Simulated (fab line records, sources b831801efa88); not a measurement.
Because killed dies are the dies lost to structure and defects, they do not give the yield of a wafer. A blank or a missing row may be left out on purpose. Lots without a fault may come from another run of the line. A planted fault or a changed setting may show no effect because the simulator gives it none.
fab line records	flow sky130
record: lots: 12	wafers: 36	last_day: 50
route steps=708 shown VT_ADJUST_NCORE@126 LDD_N@247 SD_P@328
lots untouched by any fault: they come from a run of this same line in which no faults occurred
start_h: start of the lot's first displayed wafer, in hours after the record's first day	wait_h: hours from the lot's prior step to this one	" repeats the value in the row above	L1.1+2: several wafers, shown together as one row	- either no value or no given start	* or withheld: withheld	< > ~ a bound
route shown NAME@n: names a module that has steps shown in the file, with the first one's number in the route	usual: mean and standard deviation over wafers with no fault	same: alike in all rows	chamber/n: place in a boat	sites: readings site by site	_std_site: standard deviation across them	_edge_site: mean of outer sites minus mean of inner sites	radius_mm: for every site, how far away it sits from the centre of the wafer	mask NAME#n: copy n	behind: tool/chamber where the wafer was last shaped	hold: why the lot was held/for how many hours/how that ended	device: the transistor (n, p or np) that didn't switch	end of line: at the end of the route, the tests of the same wafers	where a step has no rows: the recipe by itself	killed: not the wafer's yield, but the dies lost to structure and defects at the first sort	map: a wafer's dies, marking killed ones x, the rest . and places with no die _
set.NAME: setting as actually run; set.NAME@STEP: the setting as run at that earlier step	model.NAME: the simulator's own value behind a step, which no gauge read
the route's steps for a sample of lots (tables are steps, rows are wafers)
services: from which hour (start_h, from the record's first day; less than 0 if before it) a tool's chamber was out of use, for how many hours, and why
== steps ==
step: SKY_VT_ADJUST_NCORE_CD_MEAS_07
recipe: target_cd_nm: 380
usual: cd_nm: 379.8/2.6
lot.wafer	tool	chamber	start_h	wait_h	cd_nm
L585.2	cd_sem-02	-	184.98	0.1	375.7
L585.3	"	-	"	"	375.0
L585.6	"	-	"	"	376.9
L586.3	cd_sem-01	-	192.90	0.1	376.6
L586.5	"	-	"	"	377.8
L586.6	"	-	"	"	378.1
L587.1	cd_sem-01	-	201.47	0.1	377.1
L587.2	"	-	"	"	377.6
L587.4	"	-	"	"	377.8
L595.1	cd_sem-01	-	258.56	0.1	376.7
L595.3	"	-	"	"	380.7
L595.4	"	-	"	"	379.0
L597.3	cd_sem-01	-	269.45	0.1	377.6
L597.4	"	-	"	"	378.9
L597.6	"	-	"	"	378.3
L598.1	cd_sem-01	-	277.86	0.1	382.8
L598.4	"	-	"	"	380.1
L598.6	"	-	"	"	379.9
L600.1	cd_sem-02	-	290.16	0.1	383.9
L600.2	"	-	"	"	383.2
L600.6	"	-	"	"	384.6
L601.1	cd_sem-01	-	297.46	0.1	381.0
L601.2	"	-	"	"	381.0
L601.5	"	-	"	"	380.2
L604.1	cd_sem-01	-	323.91	0.1	379.9
L604.2	"	-	"	"	379.1
L604.4	"	-	"	"	379.7
L605.3	cd_sem-01	-	330.05	0.2	380.0
L605.5	"	-	"	"	379.3
L605.6	"	-	"	"	377.7
L606.3	cd_sem-02	-	342.81	0.1	379.5
L606.4	"	-	"	"	382.9
L606.5	"	-	"	"	382.2
L607.2	cd_sem-01	-	345.01	0.1	379.7
L607.3	"	-	"	"	377.0
L607.4	"	-	"	"	376.8
step: SKY_VT_ADJUST_NCORE_OVL_MEAS_08
usual: VT_ADJUST_NCORE_OVL: -0.1/1.4
lot.wafer	tool	chamber	start_h	wait_h	VT_ADJUST_NCORE_OVL[nm]
L585.2	overlay-02	-	185.09	0.1	-0.6
L585.3	"	-	"	"	-0.5
L585.6	"	-	"	"	0.5
L586.3	overlay-02	-	192.99	0.1	1.3
L586.5	"	-	"	"	1.3
L586.6	"	-	"	"	2.2
L587.1	overlay-01	-	201.59	0.1	0.3
L587.2	"	-	"	"	1.3
L587.4	"	-	"	"	1.3
L595.1	overlay-01	-	258.68	0.1	-0.2
L595.3	"	-	"	"	-1.6
L595.4	"	-	"	"	-0.1
L597.3	overlay-01	-	269.54	0.1	-1.3
L597.4	"	-	"	"	0.4
L597.6	"	-	"	"	0.3
L598.1	overlay-02	-	277.98	0.1	0.3
L598.4	"	-	"	"	-1.9
L598.6	"	-	"	"	-0.2
L600.1	overlay-02	-	290.28	0.1	-1.8
L600.2	"	-	"	"	-0.6
L600.6	"	-	"	"	-3.9
L601.1	overlay-02	-	297.58	0.1	-1.2
L601.2	"	-	"	"	-0.3
L601.5	"	-	"	"	0.1
L604.1	overlay-02	-	324.03	0.1	1.2
L604.2	"	-	"	"	0.0
L604.4	"	-	"	"	-0.8
L605.3	overlay-01	-	330.14	0.1	-0.5
L605.5	"	-	"	"	-1.2
L605.6	"	-	"	"	-2.3
L606.3	overlay-01	-	342.90	0.1	0.5
L606.4	"	-	"	"	-1.2
L606.5	"	-	"	"	-0.4
L607.2	overlay-02	-	345.11	0.1	-1.5
L607.3	"	-	"	"	0.2
L607.4	"	-	"	"	-0.5
step: SKY_LDD_N_IMPLANT_10
recipe: species: As	energy_kev: 20	dose_cm2: 7.5e+13	tilt_deg: withheld	rotation_deg: 203
usual: dose_ions_cm2: 7.5e+13/8.2e+10	faraday_current_uA: 423/8.7
lot.wafer	tool	chamber	start_h	wait_h	dose_ions_cm2	faraday_current_uA
L585.2	implanter-03	0	404.27	0.1	7.504e+13	441
L585.3	"	0	"	"	7.497e+13	431
L585.6	"	0	"	"	7.497e+13	406
L586.3	implanter-02	0	414.05	0.1	7.506e+13	427
L586.5	"	0	"	"	7.512e+13	417
L586.6	"	0	"	"	7.501e+13	418
L587.1	implanter-04	0	429.65	0.1	7.49e+13	425
L587.2	"	0	"	"	7.502e+13	415
L587.4	"	0	"	"	7.487e+13	421
L595.1	implanter-04	0	500.00	0.1	4.738e+13	266
L595.3	"	0	"	"	4.739e+13	266
L595.4	"	0	"	"	4.73e+13	264
L597.3	implanter-04	0	517.05	0.1	4.738e+13	270
L597.4	"	0	"	"	4.737e+13	265
L597.6	"	0	"	"	4.746e+13	270
L598.1	implanter-03	0	529.00	0.1	7.496e+13	419
L598.4	"	0	"	"	7.495e+13	417
L598.6	"	0	"	"	7.498e+13	423
L600.1	implanter-02	0	540.99	0.1	7.499e+13	417
L600.2	"	0	"	"	7.497e+13	416
L600.6	"	0	"	"	7.493e+13	426
L601.1	implanter-02	0	549.09	0.1	7.5e+13	424
L601.2	"	0	"	"	7.49e+13	427
L601.5	"	0	"	"	7.487e+13	424
L604.1	implanter-03	0	578.59	0.1	7.508e+13	413
L604.2	"	0	"	"	7.498e+13	414
L604.4	"	0	"	"	7.5e+13	418
L605.3	implanter-02	0	584.10	0.1	7.5e+13	422
L605.5	"	0	"	"	7.505e+13	421
L605.6	"	0	"	"	7.512e+13	419
L606.3	implanter-02	0	595.05	0.1	7.508e+13	421
L606.4	"	0	"	"	7.516e+13	425
L606.5	"	0	"	"	7.506e+13	416
L607.2	implanter-04	0	598.72	0.1	7.508e+13	420
L607.3	"	0	"	"	7.499e+13	409
L607.4	"	0	"	"	7.502e+13	422
step: SKY_LDD_N_STRIP_16
recipe: chemistry: O2/N2	power_w: 1400	pressure_mtorr: 1500	platen_temp_c: withheld	o2_flow_sccm: 3000	n2_flow_sccm: 300	overash_fraction: 0.5
usual: drypump_motor_current_A: 5.7/0.5	n2_flow_sccm: 300.1/0.97	oes_product_au: 0.406/0.0046	strip_time_to_endpoint_s: 4.317/0.014
lot.wafer	tool	chamber	start_h	wait_h	drypump_motor_current_A	n2_flow_sccm	oes_product_au	rf_hours_counter_h	strip_time_to_endpoint_s
L585.2	plasma_asher-01	0	405.15	0.1	5.8	301.3	0.411	28	4.299
L585.3	"	0	"	"	5.8	300.9	0.396	-	4.293
L585.6	"	0	"	"	5.8	300.8	0.407	-	4.312
L586.3	plasma_asher-01	1	414.93	0.1	4.9	299.9	0.403	-	4.305
L586.5	"	1	"	"	4.9	300.8	0.408	-	4.282
L586.6	"	0	"	"	5.8	300.0	0.399	-	4.314
L587.1	plasma_asher-01	0	430.55	0.1	5.8	301.0	0.406	32	4.326
L587.2	"	1	"	"	4.9	299.2	0.400	32	4.332
L587.4	"	0	"	"	5.8	300.8	0.406	-	4.338
L595.1	plasma_asher-03	0	500.90	0.1	6.2	298.6	0.406	84	4.240
L595.3	"	0	"	"	6.2	299.5	0.405	-	4.250
L595.4	"	1	"	"	6.2	299.7	0.408	-	4.249
L597.3	plasma_asher-03	0	517.93	0.1	6.2	299.6	0.411	-	4.251
L597.4	"	1	"	"	6.2	299.7	0.409	-	4.240
L597.6	"	1	"	"	6.2	298.7	0.413	-	4.232
L598.1	plasma_asher-03	0	529.90	0.1	6.2	299.8	0.402	88	4.309
L598.4	"	0	"	"	6.2	297.9	0.409	-	4.328
L598.6	"	1	"	"	6.2	299.3	0.407	-	4.303
L600.1	plasma_asher-01	1	541.89	0.1	4.9	300.2	0.407	46	4.313
L600.2	"	0	"	"	5.8	302.0	0.406	46	4.309
L600.6	"	1	"	"	4.9	300.8	0.407	-	4.308
L601.1	plasma_asher-01	0	549.99	0.1	5.8	299.5	0.406	47	4.319
L601.2	"	1	"	"	4.9	299.6	0.408	47	4.308
L601.5	"	0	"	"	5.8	299.0	0.406	-	4.323
L604.1	plasma_asher-01	0	579.49	0.1	5.8	302.6	0.415	50	4.313
L604.2	"	1	"	"	4.9	299.7	0.405	50	4.331
L604.4	"	1	"	"	4.9	299.4	0.410	-	4.333
L605.3	plasma_asher-02	1	584.98	0.1	5.1	300.7	0.408	-	4.303
L605.5	"	1	"	"	5.1	301.1	0.404	-	4.322
L605.6	"	0	"	"	5.9	299.9	0.403	-	4.317
L606.3	plasma_asher-01	0	595.93	0.1	5.8	299.7	0.405	-	4.299
L606.4	"	1	"	"	4.9	299.7	0.403	-	4.310
L606.5	"	1	"	"	4.9	299.4	0.413	-	4.312
L607.2	plasma_asher-01	1	599.60	0.1	4.9	301.4	0.405	52	4.307
L607.3	"	1	"	"	4.9	301.4	0.409	-	4.289
L607.4	"	0	"	"	5.8	299.3	0.404	-	4.315
step: SKY_LDD_N_TW_MEAS_17
usual: LDD_N_TW: 2593/11
lot.wafer	tool	chamber	start_h	wait_h	LDD_N_TW
L585.2	film_metro-01	-	405.26	0.1	2589
L585.3	"	-	"	"	2589
L585.6	"	-	"	"	2590
L586.3	film_metro-03	-	415.02	0.1	2594
L586.5	"	-	"	"	2585
L586.6	"	-	"	"	2592
L587.1	film_metro-03	-	430.65	0.1	2576
L587.2	"	-	"	"	2592
L587.4	"	-	"	"	2587
L595.1	film_metro-03	-	501.00	0.1	2556
L595.3	"	-	"	"	2563
L595.4	"	-	"	"	2554
L597.3	film_metro-03	-	518.02	0.1	2549
L597.4	"	-	"	"	2536
L597.6	"	-	"	"	2549
L598.1	film_metro-02	-	530.00	0.1	2601
L598.4	"	-	"	"	2620
L598.6	"	-	"	"	2587
L600.1	film_metro-02	-	541.99	0.1	2593
L600.2	"	-	"	"	2595
L600.6	"	-	"	"	2597
L601.1	film_metro-02	-	550.09	0.1	2589
L601.2	"	-	"	"	2583
L601.5	"	-	"	"	2598
L604.1	film_metro-01	-	579.59	0.1	2590
L604.2	"	-	"	"	2595
L604.4	"	-	"	"	2595
L605.3	film_metro-02	-	585.07	0.1	2601
L605.5	"	-	"	"	2590
L605.6	"	-	"	"	2602
L606.3	film_metro-01	-	596.02	0.1	2585
L606.4	"	-	"	"	2597
L606.5	"	-	"	"	2573
L607.2	film_metro-01	-	599.71	0.1	2600
L607.3	"	-	"	"	2589
L607.4	"	-	"	"	2600
step: SKY_SD_P_OVL_MEAS_08
usual: SD_P_OVL: 0.6/1.5
lot.wafer	tool	chamber	start_h	wait_h	SD_P_OVL[nm]
L585.2	overlay-02	-	588.15	0.1	-2.2
L585.3	"	-	"	"	1.9
L585.6	"	-	"	"	1.2
L586.3	overlay-02	-	597.24	0.1	-0.9
L586.5	"	-	"	"	0.0
L586.6	"	-	"	"	1.0
L587.1	overlay-01	-	611.84	0.1	1.8
L587.2	"	-	"	"	1.2
L587.4	"	-	"	"	2.5
L595.1	overlay-01	-	678.19	0.1	1.3
L595.3	"	-	"	"	0.8
L595.4	"	-	"	"	1.7
L597.3	overlay-01	-	692.99	0.1	1.9
L597.4	"	-	"	"	1.7
L597.6	"	-	"	"	-1.0
L598.1	overlay-02	-	706.83	0.1	-1.7
L598.4	"	-	"	"	-0.5
L598.6	"	-	"	"	-0.3
L600.1	overlay-01	-	718.73	0.1	2.2
L600.2	"	-	"	"	2.5
L600.6	"	-	"	"	0.0
L601.1	overlay-02	-	724.23	0.1	1.8
L601.2	"	-	"	"	0.3
L601.5	"	-	"	"	0.9
L604.1	overlay-02	-	751.13	0.1	1.3
L604.2	"	-	"	"	2.4
L604.4	"	-	"	"	0.4
L605.3	overlay-02	-	757.79	0.1	0.5
L605.5	"	-	"	"	-0.7
L605.6	"	-	"	"	0.6
L606.3	overlay-02	-	768.54	0.1	-0.7
L606.4	"	-	"	"	-0.8
L606.5	"	-	"	"	-1.2
L607.2	overlay-01	-	771.20	0.1	3.6
L607.3	"	-	"	"	2.1
L607.4	"	-	"	"	1.9
== services ==
tool	chamber	start_h	hours	kind
implanter-03	-	397.75	0.7	repair
implanter-03	-	405.84	2.9	pm
plasma_asher-02	-	421.25	9.0	pm
plasma_asher-02	0	421.25	9.0	vent_cycle
plasma_asher-02	1	421.25	9.0	vent_cycle
plasma_asher-02	0	430.25	-	clean
plasma_asher-02	1	430.25	-	clean
implanter-02	-	455.24	3.4	repair
implanter-03	-	459.80	2.9	pm
plasma_asher-02	-	496.16	26.5	repair
implanter-04	-	522.45	1.9	repair
plasma_asher-03	-	527.00	1.8	repair
implanter-03	-	538.70	3.5	pm
plasma_asher-02	-	539.48	14.2	repair
implanter-02	-	578.53	4.3	pm
== key ==
first_sign: step: SKY_LDD_N_IMPLANT_10	reading: dose_ions_cm2	direction: down	sigmas: 99+	usual: *	struck: *
effect: step: SKY_LDD_N_IMPLANT_10	reading: faraday_current_uA	direction: down	sigmas: 18	usual: 423	struck: 267
effect: step: SKY_LDD_N_STRIP_16	reading: strip_time_to_endpoint_s	direction: down	sigmas: 5.4	usual: *	struck: *
effect: step: SKY_LDD_N_TW_MEAS_17	reading: LDD_N_TW	direction: down	sigmas: 3.8	usual: 2593	struck: 2551
met_at SKY_LDD_N_IMPLANT_10
struck_lots L595,L597
tester_left_out L595,L597
not_acting_at SKY_VT_ADJUST_NCORE_CD_MEAS_07,SKY_VT_ADJUST_NCORE_OVL_MEAS_08,SKY_SD_P_OVL_MEAS_08
onset_between 429.65 500.00
fault: kind: process_parameter_drift	tool: implanter-04	chamber: -	onset_h: 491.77	steps: SKY_LDD_N_IMPLANT_10	channel: dose_cm2	offset: *	shape: step	end_h: 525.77	acts_in: *	stated: *
tester_left_out: of these lots the tester's yield and bins aren't shown, on N5 and GAA mostly nor the transistor test; their killed dies are dies lost to structure and defects alone, not to doping, threshold or leakage, so they don't give the yield
